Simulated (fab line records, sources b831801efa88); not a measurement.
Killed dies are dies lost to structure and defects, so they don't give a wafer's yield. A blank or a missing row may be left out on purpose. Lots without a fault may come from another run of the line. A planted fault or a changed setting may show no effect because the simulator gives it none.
One fault seen from 2 desks | flow sky130 | each desk has only its own numbers; what lay behind them comes last

THE TOOL OWNER'S DESK: rie_si-02
The tool's own readings at SKY_POLY_GATE_ETCH_17 (etches poly-Si in HBr/Cl2, stops on SiO2, target depth 180 nm, time 70.5 s): means of the sampled wafers that have a number, for each lot that ran on this tool. A lot is out of limits, marked OUT, if its mean lies more than 4 standard deviations from the usual mean; the brackets give that distance.
Columns: A = chamber_pressure_mTorr at SKY_POLY_GATE_ETCH_17, usual 9.999 mTorr; B = drypump_motor_current_A at SKY_POLY_GATE_ETCH_17, usual 5.7 A; C = oes_product_au at SKY_POLY_GATE_ETCH_17, usual 0.984 a.u.; D = rf_fwd_power_W at SKY_POLY_GATE_ETCH_17, usual 397.3 W; E = throttle_valve_pct at SKY_POLY_GATE_ETCH_17, usual 33.684 %
lot  | first seen here | A      | B   | C                | D     | E
L447 | day 16 09:33    | 10.003 | 4.9 | 0.978            | 396.9 | 33.692
L448 | day 16 19:49    | 9.992  | 5.5 | 0.980            | 397.3 | 33.686
L451 | day 17 21:37    | 10.000 | 5.5 | 0.977            | 396.6 | 33.685
L454 | day 19 01:49    | 10.010 | 5.5 | 0.986            | 397.4 | 33.687
L457 | day 20 04:29    | 10.002 | 5.1 | 0.954 (-4.4) OUT | 397.0 | 33.678
L466 | day 24 02:26    | 10.010 | 5.0 | 0.980            | 397.0 | 33.681
L468 | day 24 02:44    | 9.999  | 5.4 | 0.991            | 397.6 | 33.683
L469 | day 25 03:57    | 9.997  | 5.5 | 0.983            | 397.2 | 33.679
L470 | day 25 08:58    | 10.003 | 5.4 | 0.991            | 397.2 | 33.684
This desk's finding: out of limits on L457; first on L457, day 20 04:29 (oes_product_au at SKY_POLY_GATE_ETCH_17). In limits: L447, L448, L451, L454, L466, L468, L469, L470.

THE METROLOGY DESK
What the gauges read, lot by lot, whatever tool the lot ran on: means of the sampled wafers that have a number. A lot is out of limits, marked OUT, if its mean lies more than 4 standard deviations from the usual mean; the brackets give that distance.
Columns: A = CONTACT_OVL at SKY_CONTACT_OVL_MEAS_15, usual 0 nm
lot  | first seen here | A
L447 | day 31 13:09    | 7
L448 | day 32 04:03    | 4
L451 | day 32 18:51    | 4
L452 | day 33 15:16    | -3
L454 | day 33 20:44    | -6
L457 | day 34 22:19    | -2
L464 | day 38 09:16    | -1
L465 | day 38 09:23    | 5
L466 | day 38 09:35    | -2
L468 | day 38 10:46    | -2
L467 | day 38 13:08    | -2
L469 | day 39 08:17    | -1
L470 | day 39 12:55    | 3
This desk's finding: nothing out of limits on any of the 13 lots.

PUT TOGETHER
The tool owner's desk could have raised an alarm at day 20 04:29, on L457.
The metrology desk saw nothing out of limits.
The metrology desk has L457 on record, within its limits.
Of the lots named, all ran SKY_POLY_GATE_ETCH_17 on rie_si-02.

WHAT THE SIMULATOR HAD PUT IN
Process parameter drift: rie_si-02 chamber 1, from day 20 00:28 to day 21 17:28, at SKY_POLY_GATE_ETCH_17. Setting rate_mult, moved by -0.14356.
Lots struck among those shown: L457.
Hours from the fault's start to each desk's first reading out of limits: the tool owner's desk, 4.
